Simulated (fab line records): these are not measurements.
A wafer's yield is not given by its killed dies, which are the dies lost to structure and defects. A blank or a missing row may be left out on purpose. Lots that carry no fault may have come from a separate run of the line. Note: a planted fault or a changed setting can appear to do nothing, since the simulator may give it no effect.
What tool caused it? :: flow gf180mcu :: 37 wafers from 13 lots sampled at 5 of the route's 602 steps

WHAT EACH GAUGE READ, for each wafer
GF_VT_IMPLANT_RS_MEAS_49: measures by four-point-probe.
lot: L762
measured: day 7 21:42
on: film_metro-03
MVPSD_RS (ohm/sq): 1166.2 1165.7 1166.7

lot: L763
measured: day 8 06:55
on: film_metro-02
MVPSD_RS (ohm/sq): 1169.4 1168.1 1167.7

lot: L765
measured: day 8 19:06
on: film_metro-03
MVPSD_RS (ohm/sq): 1169.8

lot: L772
measured: day 10 18:22
on: film_metro-04
MVPSD_RS (ohm/sq): 1165.8 1169.8 1165.5

lot: L773
measured: day 11 00:10
on: film_metro-02
MVPSD_RS (ohm/sq): 1168.0 1171.3 1170.3

lot: L775
measured: day 11 13:41
on: film_metro-03
MVPSD_RS (ohm/sq): 1170.4 1163.3 1170.1

lot: L776
measured: day 11 20:09
on: film_metro-04
MVPSD_RS (ohm/sq): 1166.1 1171.0 1170.3

lot: L777
measured: day 12 02:30
on: film_metro-02
MVPSD_RS (ohm/sq): 1161.0 1166.3 1163.5

lot: L778
measured: day 12 09:05
on: film_metro-02
MVPSD_RS (ohm/sq): 1164.2 1166.2 1164.2

lot: L779
measured: day 12 17:55
on: film_metro-03
MVPSD_RS (ohm/sq): 1169.5 1171.1 1171.2

lot: L781
measured: day 13 06:29
on: film_metro-03
MVPSD_RS (ohm/sq): 1167.9 1168.5 1165.6

lot: L782
measured: day 13 13:22
on: film_metro-03
MVPSD_RS (ohm/sq): 1169.2 1166.3 1168.9

lot: L784
measured: day 14 00:46
on: film_metro-02
MVPSD_RS (ohm/sq): 1168.1 1168.1 1170.4

GF_HV_LDD_RS_MEAS_53: measures by four-point-probe.
lot: L762
measured: day 12 17:20
on: film_metro-03
HV_LDD_RS (ohm/sq): 417.7 417.3 417.0

lot: L763
measured: day 13 05:46
on: film_metro-02
HV_LDD_RS (ohm/sq): 419.8 420.3 418.7

lot: L765
measured: day 13 20:17
on: film_metro-04
HV_LDD_RS (ohm/sq): 423.2 422.6

lot: L772
measured: day 16 04:11
on: film_metro-04
HV_LDD_RS (ohm/sq): 419.1 418.3 417.7

lot: L773
measured: day 16 11:24
on: film_metro-04
HV_LDD_RS (ohm/sq): 418.8 418.1 419.5

lot: L775
measured: day 17 03:40
on: film_metro-02
HV_LDD_RS (ohm/sq): 419.0 419.0 419.0

lot: L776
measured: day 17 11:23
on: film_metro-03
HV_LDD_RS (ohm/sq): 418.3 418.6 419.0

lot: L777
measured: day 17 17:08
on: film_metro-04
HV_LDD_RS (ohm/sq): 418.8 418.5 420.0

lot: L778
measured: day 18 01:52
on: film_metro-03
HV_LDD_RS (ohm/sq): 418.6 418.3 419.0

lot: L779
measured: day 18 12:17
on: film_metro-03
HV_LDD_RS (ohm/sq): 417.9 417.9 418.2

lot: L781
measured: day 19 04:01
on: film_metro-04
HV_LDD_RS (ohm/sq): 419.4 418.7 418.5

lot: L782
measured: day 19 11:27
on: film_metro-02
HV_LDD_RS (ohm/sq): 416.4 417.3 417.3

lot: L784
measured: day 20 03:42
on: film_metro-03
HV_LDD_RS (ohm/sq): 418.7 419.1 418.4

GF_HV_LDD_THK_MEAS_57.
lot: L762
measured: day 12 19:57
on: film_metro-02
HV_LDD_CVD_56_THK (nm): 88.4 89.0 89.5

lot: L763
measured: day 13 09:05
on: film_metro-03
HV_LDD_CVD_56_THK (nm): 89.6 90.0 89.1

lot: L765
measured: day 14 02:05
on: film_metro-02
HV_LDD_CVD_56_THK (nm): 89.5

lot: L772
measured: day 16 06:48
on: film_metro-02
HV_LDD_CVD_56_THK (nm): 89.1 88.8 88.9

lot: L773
measured: day 16 15:16
on: film_metro-02
HV_LDD_CVD_56_THK (nm): 89.4 89.7 89.7

lot: L775
measured: day 17 06:17
on: film_metro-03
HV_LDD_CVD_56_THK (nm): 90.1 90.7 90.5

lot: L776
measured: day 17 15:06
on: film_metro-03
HV_LDD_CVD_56_THK (nm): 90.3 90.1 90.3

lot: L777
measured: day 17 20:27
on: film_metro-02
HV_LDD_CVD_56_THK (nm): 89.7 89.1 89.8

lot: L778
measured: day 18 04:29
on: film_metro-03
HV_LDD_CVD_56_THK (nm): 89.9 89.5 90.2

lot: L779
measured: day 18 14:55
on: film_metro-02
HV_LDD_CVD_56_THK (nm): 89.7 90.2 89.5

lot: L781
measured: day 19 06:39
on: film_metro-03
HV_LDD_CVD_56_THK (nm): 90.1 89.4 90.3

lot: L782
measured: day 19 14:05
on: film_metro-02
HV_LDD_CVD_56_THK (nm): 90.3 90.3 91.2

lot: L784
measured: day 20 07:02
on: film_metro-03
HV_LDD_CVD_56_THK (nm): 89.1 89.0 89.0

WHAT TOOL EACH LOT RAN ON (gives the tool, then ch and the chambers of the sampled wafers, and finally the start)
lot: L762
GF_HV_LDD_STRIP_22: plasma_asher-01 ch 0,1, day 11 02:20
GF_HV_LDD_IMPLANT_33: implanter-04 ch 0, day 11 20:55

lot: L763
GF_HV_LDD_STRIP_22: plasma_asher-01 ch 0,1, day 11 14:01
GF_HV_LDD_IMPLANT_33: implanter-04 ch 0, day 12 09:07

lot: L765
GF_HV_LDD_STRIP_22: plasma_asher-01 ch 1, day 12 02:45
GF_HV_LDD_IMPLANT_33: implanter-04 ch 0, day 12 22:32

lot: L772
GF_HV_LDD_STRIP_22: plasma_asher-01 ch 1, day 14 07:26
GF_HV_LDD_IMPLANT_33: implanter-01 ch 0, day 15 05:15

lot: L773
GF_HV_LDD_STRIP_22: plasma_asher-04 ch 0,1, day 14 15:08
GF_HV_LDD_IMPLANT_33: implanter-02 ch 0, day 15 12:10

lot: L775
GF_HV_LDD_STRIP_22: plasma_asher-02 ch 0,1, day 15 06:23
GF_HV_LDD_IMPLANT_33: implanter-01 ch 0, day 16 04:03

lot: L776
GF_HV_LDD_STRIP_22: plasma_asher-02 ch 0,1, day 15 13:49
GF_HV_LDD_IMPLANT_33: implanter-02 ch 0, day 16 11:58

lot: L777
GF_HV_LDD_STRIP_22: plasma_asher-01 ch 0,1, day 15 19:47
GF_HV_LDD_IMPLANT_33: implanter-01 ch 0, day 16 17:40

lot: L778
GF_HV_LDD_STRIP_22: plasma_asher-04 ch 1, day 16 03:35
GF_HV_LDD_IMPLANT_33: implanter-02 ch 0, day 17 01:51

lot: L779
GF_HV_LDD_STRIP_22: plasma_asher-02 ch 0,1, day 16 13:46
GF_HV_LDD_IMPLANT_33: implanter-04 ch 0, day 17 12:09

lot: L781
GF_HV_LDD_STRIP_22: plasma_asher-04 ch 0,1, day 17 03:47
GF_HV_LDD_IMPLANT_33: implanter-04 ch 0, day 18 02:28

lot: L782
GF_HV_LDD_STRIP_22: plasma_asher-01 ch 0,1, day 17 10:46
GF_HV_LDD_IMPLANT_33: implanter-02 ch 0, day 18 09:53

lot: L784
GF_HV_LDD_STRIP_22: plasma_asher-02 ch 0,1, day 18 01:55
GF_HV_LDD_IMPLANT_33: implanter-02 ch 0, day 19 02:05
- GF_HV_LDD_STRIP_22: strips in O2/N2.
- GF_HV_LDD_IMPLANT_33

AS READ BY THE TOOLS THEMSELVES (means over the sampled wafers that have a number; for cases with no such wafer, the mark the record gives instead)
GF_HV_LDD_STRIP_22.
lot: L762
tool: plasma_asher-01
drypump_motor_current_A (A): 5.5
heater_power_w (W): 302
n2_flow_sccm (sccm): 299.7
o2_flow_sccm (sccm): 2998
oes_product_au (a.u.): 0.716
strip_time_to_endpoint_s (s): 12.48

lot: L763
tool: plasma_asher-01
drypump_motor_current_A (A): 5.3
heater_power_w (W): 317
n2_flow_sccm (sccm): 299.8
o2_flow_sccm (sccm): 2998
oes_product_au (a.u.): 0.715
strip_time_to_endpoint_s (s): 12.51

lot: L765
tool: plasma_asher-01
drypump_motor_current_A (A): 5.6
heater_power_w (W): 297
n2_flow_sccm (sccm): 300.0
o2_flow_sccm (sccm): 3003
oes_product_au (a.u.): 0.721
strip_time_to_endpoint_s (s): 12.62

lot: L772
tool: plasma_asher-01
drypump_motor_current_A (A): 5.6
heater_power_w (W): 287
n2_flow_sccm (sccm): 300.7
o2_flow_sccm (sccm): 2997
oes_product_au (a.u.): 0.717
strip_time_to_endpoint_s (s): 12.46

lot: L773
tool: plasma_asher-04
drypump_motor_current_A (A): 5.6
heater_power_w (W): 295
n2_flow_sccm (sccm): 300.1
o2_flow_sccm (sccm): 3004
oes_product_au (a.u.): 0.715
strip_time_to_endpoint_s (s): 12.48

lot: L775
tool: plasma_asher-02
drypump_motor_current_A (A): 5.3
heater_power_w (W): 348
n2_flow_sccm (sccm): 299.7
o2_flow_sccm (sccm): 2994
oes_product_au (a.u.): 0.717
strip_time_to_endpoint_s (s): 12.48

lot: L776
tool: plasma_asher-02
drypump_motor_current_A (A): 5.3
heater_power_w (W): 358
n2_flow_sccm (sccm): 300.1
o2_flow_sccm (sccm): 3003
oes_product_au (a.u.): 0.717
strip_time_to_endpoint_s (s): 12.48

lot: L777
tool: plasma_asher-01
drypump_motor_current_A (A): 5.4
heater_power_w (W): 317
n2_flow_sccm (sccm): 299.4
o2_flow_sccm (sccm): 2999
oes_product_au (a.u.): 0.712
strip_time_to_endpoint_s (s): 12.46

lot: L778
tool: plasma_asher-04
drypump_motor_current_A (A): 5.1
heater_power_w (W): 320
n2_flow_sccm (sccm): 300.9
o2_flow_sccm (sccm): 2998
oes_product_au (a.u.): 0.713
strip_time_to_endpoint_s (s): 12.50

lot: L779
tool: plasma_asher-02
drypump_motor_current_A (A): 5.3
heater_power_w (W): 352
n2_flow_sccm (sccm): 298.4
o2_flow_sccm (sccm): 2995
oes_product_au (a.u.): 0.718
strip_time_to_endpoint_s (s): 12.44

lot: L781
tool: plasma_asher-04
drypump_motor_current_A (A): 5.6
heater_power_w (W): 297
n2_flow_sccm (sccm): 300.4
o2_flow_sccm (sccm): 2997
oes_product_au (a.u.): 0.717
strip_time_to_endpoint_s (s): 12.40

lot: L782
tool: plasma_asher-01
drypump_motor_current_A (A): 5.5
heater_power_w (W): 307
n2_flow_sccm (sccm): 300.2
o2_flow_sccm (sccm): 2995
oes_product_au (a.u.): 0.718
strip_time_to_endpoint_s (s): 12.48

lot: L784
tool: plasma_asher-02
drypump_motor_current_A (A): 5.6
heater_power_w (W): 353
n2_flow_sccm (sccm): 300.6
o2_flow_sccm (sccm): 3007
oes_product_au (a.u.): 0.716
strip_time_to_endpoint_s (s): 12.45

THE ANSWER, worked out from the rows above alone
Rule: the usual values come from the lots themselves. Put in order of their means at a reading, lots are off if they are a third of the lots or fewer, leave a main group of 4 or more, and stand apart from it by a gap of 3 or more times the standard deviation of the main group's means; of several such gaps the widest counts. Not used: any main group whose means are identical at the precision the tables above print for the reading. A lot without any number at a reading at which 4 lots or more have one is off too. The other lots that the step has rows for count as sound. After the gauges, taken in route order, come the tools' own readings; for these a lot's mean is taken, as printed above. At the first step where some lot is off, the reading lying furthest off is the one used; lots without a number count as furthest.
Off: L765, at GF_HV_LDD_RS_MEAS_53 (HV_LDD_RS). The main group has a mean of 418.5 ohm/sq with a standard deviation of 0.71.
A tool fits if, at a process step before that reading, it ran every lot that is off, and no sound lot after the first of them. The gauges at GF_HV_LDD_RS_MEAS_53 aren't tried: what is off there is off at GF_HV_LDD_STRIP_22 too, on other tools, and a gauge's error can't cause that. Not one of the candidates tried fits.

WHAT THE SIMULATOR HAD INSERTED
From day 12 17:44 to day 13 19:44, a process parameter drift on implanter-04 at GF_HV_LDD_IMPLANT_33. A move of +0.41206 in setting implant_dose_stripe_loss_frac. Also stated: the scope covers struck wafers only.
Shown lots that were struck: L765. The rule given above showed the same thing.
